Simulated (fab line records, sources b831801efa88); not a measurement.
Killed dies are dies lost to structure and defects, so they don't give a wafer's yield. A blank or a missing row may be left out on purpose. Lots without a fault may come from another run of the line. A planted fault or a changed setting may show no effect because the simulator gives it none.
fab line records | flow gf180mcu
record lots=7 wafers=21 last_day=34
route steps=602 shown V4@482
lots that met no fault: from a run of the same line without faults
start_h: hours from the record's first day to the start of the lot's first wafer shown | wait_h: hours since the lot's step before | " the same as in the row above | L1.1+2: a row that stands for several wafers | - no value, or no start given | * or withheld: withheld | < > ~ a bound
route shown NAME@n: a module of which the file shows steps, and the number in the route of the first | usual: mean/standard deviation of fault-free wafers | same: alike in all rows | chamber/n: place in a boat | sites: the reading at each site | _std_site: their standard deviation | _edge_site: outer sites' mean less inner sites' | radius_mm: how far each site lies from the wafer's centre | mask NAME#n: copy n | behind: the tool/chamber that last shaped the wafer | hold: why the lot was held/for how many hours/how that ended | device: the transistor (n, p or np) that didn't switch | end of line: the same wafers' tests at the end of the route | a step without rows: its recipe alone | killed: dies lost to structure and defects at the first sort, not the wafer's yield | map: a wafer's dies, x killed, . not, _ none there
set.NAME: the setting as run; set.NAME@STEP: as run at that earlier step | model.NAME: the simulator's own value behind a step, which no gauge read
lots at some steps of the route; a table a step, a row a wafer
services: from which hour (start_h, from the record's first day; less than 0 if before it) a tool's chamber was out of use, for how many hours, and why
## steps
# step GF_V4_DEHYDRATE_06
# recipe temp_c=200 time_s=60
# step GF_V4_HMDS_07
# recipe prime_time_s=60 prime_temp_c=120
# step GF_V4_COAT_08
# recipe resist=BARC temp_c=withheld time_s=withheld spin_rpm=withheld resist_thk_nm=withheld
# step GF_V4_COAT_09
# recipe resist=KrF spin_rpm=withheld resist_thk_nm=1000
# step GF_V4_SOFTBAKE_10
# recipe temp_c=130 time_s=60 resist=KrF
# step GF_V4_EXPOSE_11
# recipe mask_id=Via4 target_cd_nm=260 na=0.68 source_shape=conventional sigma_outer=0.6 dose_mj=38
# step GF_V4_PEB_12
# recipe peb_temp_c=135 peb_time_s=90 resist=KrF
# step GF_V4_DEVELOP_13
# recipe develop_time_s=60 resist=KrF dev_temp_c=21
# step GF_V4_CD_MEAS_14
# recipe target_cd_nm=260
# usual cd_nm=259.5/0.93
# columns lot.wafer tool chamber start_h wait_h cd_nm
L759.3 cd_sem-02 - 563.11 0.1 260.8
L759.4 " - " " 260.2
L759.5 " - " " 259.7
L764.2 cd_sem-01 - 607.01 0.1 258.5
L764.3 " - " " 257.9
L764.5 " - " " 259.3
L774.1 cd_sem-01 - 676.64 0.1 259.8
L774.4 " - " " 259.7
L774.6 " - " " 259.7
L775.1 cd_sem-01 - 681.47 0.1 258.7
L775.2 " - " " 259.4
L775.5 " - " " 259.2
L776.2 cd_sem-01 - 694.34 0.1 260.0
L776.3 " - " " 260.1
L776.6 " - " " 259.5
L781.3 cd_sem-02 - 722.40 0.1 259.4
L781.4 " - " " 259.5
L781.5 " - " " 259.4
L782.4 cd_sem-02 - 728.85 0.1 260.3
L782.5 " - " " 258.8
L782.6 " - " " 259.0
# step GF_V4_OVL_MEAS_15
# usual V4_OVL=-2/4.4
# columns lot.wafer tool chamber start_h wait_h V4_OVL[nm]
L759.3 overlay-02 - 563.20 0.1 -3
L759.4 " - " " 5
L759.5 " - " " 4
L764.2 overlay-01 - 607.12 0.1 0
L764.3 " - " " 1
L764.5 " - " " -9
L774.1 overlay-02 - 676.76 0.1 -5
L774.4 " - " " -7
L774.6 " - " " -5
L775.1 overlay-02 - 681.59 0.1 -3
L775.2 " - " " -6
L775.5 " - " " -3
L776.2 overlay-01 - 694.44 0.1 3
L776.3 " - " " 1
L776.6 " - " " -5
L781.3 overlay-02 - 722.50 0.1 -11
L781.4 " - " " -11
L781.5 " - " " -10
L782.4 overlay-01 - 728.93 0.1 -6
L782.5 " - " " 6
L782.6 " - " " 1
# step GF_V4_ETCH_16
# recipe chemistry=N2/H2 target_depth_a=withheld overetch_a=withheld time_s=withheld target=BARC ion_energy_ev=200 source_w=500 bias_w=100 pressure_mtorr=30 n2_flow_sccm=100 h2_flow_sccm=200
# usual drypump_motor_current_A=5.8/0.51 oes_product_au=0.855/0.0044 throttle_valve_pct=13.224/0.0097
# columns lot.wafer tool chamber start_h wait_h drypump_motor_current_A oes_product_au throttle_valve_pct
L759.3 rie_diel-04 3 563.22 0.0 6.3 0.857 13.218
L759.4 " 2 " " 4.7 0.847 13.227
L759.5 " 1 " " 5.3 0.855 13.214
L764.2 rie_diel-02 0 607.15 0.0 5.8 0.860 13.231
L764.3 " 2 " " 6.2 0.854 13.222
L764.5 " 3 " " 5.1 0.852 13.229
L774.1 rie_diel-01 1 676.79 0.0 6.2 0.854 13.238
L774.4 " 3 " " 6.0 0.857 13.231
L774.6 " 0 " " 5.7 0.859 13.232
L775.1 rie_diel-01 2 681.62 0.0 6.1 0.859 13.229
L775.2 " 0 " " 5.7 0.855 13.215
L775.5 " 1 " " 6.2 0.855 13.223
L776.2 rie_diel-04 0 694.47 0.0 5.7 0.861 13.211
L776.3 " 1 " " 5.2 0.855 13.229
L776.6 " 3 " " 6.3 0.847 13.229
L781.3 rie_diel-01 3 722.52 0.0 6.0 0.860 13.234
L781.4 " 0 " " 5.7 0.854 13.244
L781.5 " 1 " " 6.2 0.859 13.229
L782.4 rie_diel-04 1 728.94 0.0 5.3 0.853 13.229
L782.5 " 0 " " 5.7 0.850 13.229
L782.6 " 3 " " 6.3 0.851 13.216
# step GF_V4_ETCH_17
# recipe chemistry=C4F8/O2/Ar mask_material=KrF target=SiO2 stop_on=TiN source_w=1500 bias_w=1200 pressure_mtorr=40 c4f8_flow_sccm=withheld O2_flow_sccm=6 Ar_flow_sccm=300 time_s=withheld target_depth_a=6300
# usual oes_product_au=0.860/0.0049
# columns lot.wafer tool chamber start_h wait_h oes_product_au
L759.3 rie_diel-04 3 - - 0.867
L759.4 " 2 " " 0.848
L759.5 " 1 " " 0.861
L764.2 rie_diel-02 0 - - 0.863
L764.3 " 2 " " 0.860
L764.5 " 3 " " 0.865
L774.1 rie_diel-01 1 - - 0.852
L774.4 " 3 " " 0.859
L774.6 " 0 " " 0.862
L775.1 rie_diel-01 2 - - 0.860
L775.2 " 0 " " 0.863
L775.5 " 1 " " 0.858
L776.2 rie_diel-04 0 - - 0.859
L776.3 " 1 " " 0.857
L776.6 " 3 " " 0.863
L781.3 rie_diel-01 3 - - 0.854
L781.4 " 0 " " 0.866
L781.5 " 1 " " 0.860
L782.4 rie_diel-04 1 - - 0.856
L782.5 " 0 " " 0.860
L782.6 " 3 " " 0.862
# step GF_V4_STRIP_18
# recipe chemistry=O2/N2 power_w=1400 pressure_mtorr=1500 platen_temp_c=250 o2_flow_sccm=3000 n2_flow_sccm=300 overash_fraction=0.5
# usual chamber_pressure_mTorr=1500.0/1.5 drypump_motor_current_A=5.5/0.4 heater_power_w=304/15 oes_product_au=0.592/0.0047 overash_fraction=0.5/0
# columns lot.wafer tool chamber start_h wait_h chamber_pressure_mTorr drypump_motor_current_A heater_power_w oes_product_au overash_fraction rf_hours_counter_h
L759.3 plasma_asher-04 1 563.39 - 1498.9 5.7 287 0.592 0.5 -
L759.4 " 0 " " 1501.6 4.9 322 0.592 0.5 -
L759.5 " 1 " " 1499.2 5.7 301 0.591 0.5 -
L764.2 plasma_asher-02 0 607.27 - 1500.8 5.3 289 0.593 0.5 48
L764.3 " 1 " " 1499.9 6.1 286 0.602 0.5 -
L764.5 " 1 " " 1501.8 6.1 283 0.596 0.5 -
L774.1 plasma_asher-03 1 676.92 - - - - - - -
L774.4 " 1 " " - - - - - -
L774.6 " 1 " " - - - - - -
L775.1 plasma_asher-03 1 681.75 - - - - - - -
L775.2 " 0 " " - - - - - -
L775.5 " 1 " " - - - - - -
L776.2 plasma_asher-04 0 694.60 - - - - - - -
L776.3 " 0 " " - - - - - -
L776.6 " 1 " " - - - - - -
L781.3 plasma_asher-03 0 722.68 - 1501.8 5.9 298 0.593 0.5 -
L781.4 " 1 " " 1499.3 5.5 321 0.585 0.5 -
L781.5 " 0 " " 1499.7 6.0 300 0.584 0.5 -
L782.4 plasma_asher-04 0 729.11 - 1500.5 4.9 330 0.599 0.5 -
L782.5 " 0 " " 1498.8 4.9 325 0.584 0.5 -
L782.6 " 1 " " 1501.6 5.7 295 0.596 0.5 -
# step GF_V4_STRIP_19
# recipe chemistry=post_etch_residue_remover time_s=1200 temp_c=72.5
## services
# columns tool chamber start_h hours kind
plasma_asher-02 - 550.68 2.8 pm
rie_diel-01 0 552.24 - clean
rie_diel-01 0 552.24 20.7 scheduled_down
rie_diel-01 0 552.24 20.7 vent_cycle
rie_diel-04 0 553.22 15.9 repair
rie_diel-02 1 572.19 7.0 repair
rie_diel-01 1 579.07 - clean
rie_diel-01 1 579.07 15.9 scheduled_down
rie_diel-01 1 579.07 15.9 vent_cycle
rie_diel-02 3 579.15 - clean
rie_diel-02 3 579.15 15.0 scheduled_down
rie_diel-04 - 610.54 2.8 pm
plasma_asher-03 - 611.87 9.8 repair
rie_diel-04 2 614.79 4.0 repair
rie_diel-04 3 617.22 6.4 repair
rie_diel-02 1 618.22 3.9 repair
plasma_asher-04 - 632.58 2.5 repair
plasma_asher-02 - 643.42 0.5 repair
plasma_asher-03 - 657.16 2.8 pm
rie_diel-01 1 664.60 3.2 repair
plasma_asher-03 - 684.96 3.8 repair
rie_diel-01 3 696.63 - clean
rie_diel-01 3 696.63 21.8 scheduled_down
rie_diel-01 3 696.63 21.8 vent_cycle
## key
first_sign step=GF_V4_STRIP_18 reading=tool_record direction=missing
effect none on later readings
met_at GF_V4_STRIP_18
struck_wafers L774.1,L774.4,L774.6,L775.1,L775.2,L775.5,L776.2,L776.3,L776.6
later_rows_left_out L774.1,L774.4,L774.6,L775.1,L775.2,L775.5,L776.2,L776.3,L776.6
sort_left_out L774.1,L774.4,L774.6,L775.1,L775.2,L775.5,L776.2,L776.3,L776.6
onset_between 563.39 676.92
fault kind=skipped_step_whole tool=plasma_asher-03,plasma_asher-04 chamber=- onset_h=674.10 steps=GF_V4_STRIP_18 scope=struck_lots_only
# sort_left_out: the simulated sort isn't trusted on such a fault, so these wafers' sort isn't shown, and their yield isn't known
# later_rows_left_out: the simulator's readings of these wafers behind a module that went badly wrong aren't trusted and aren't shown, but for the sort
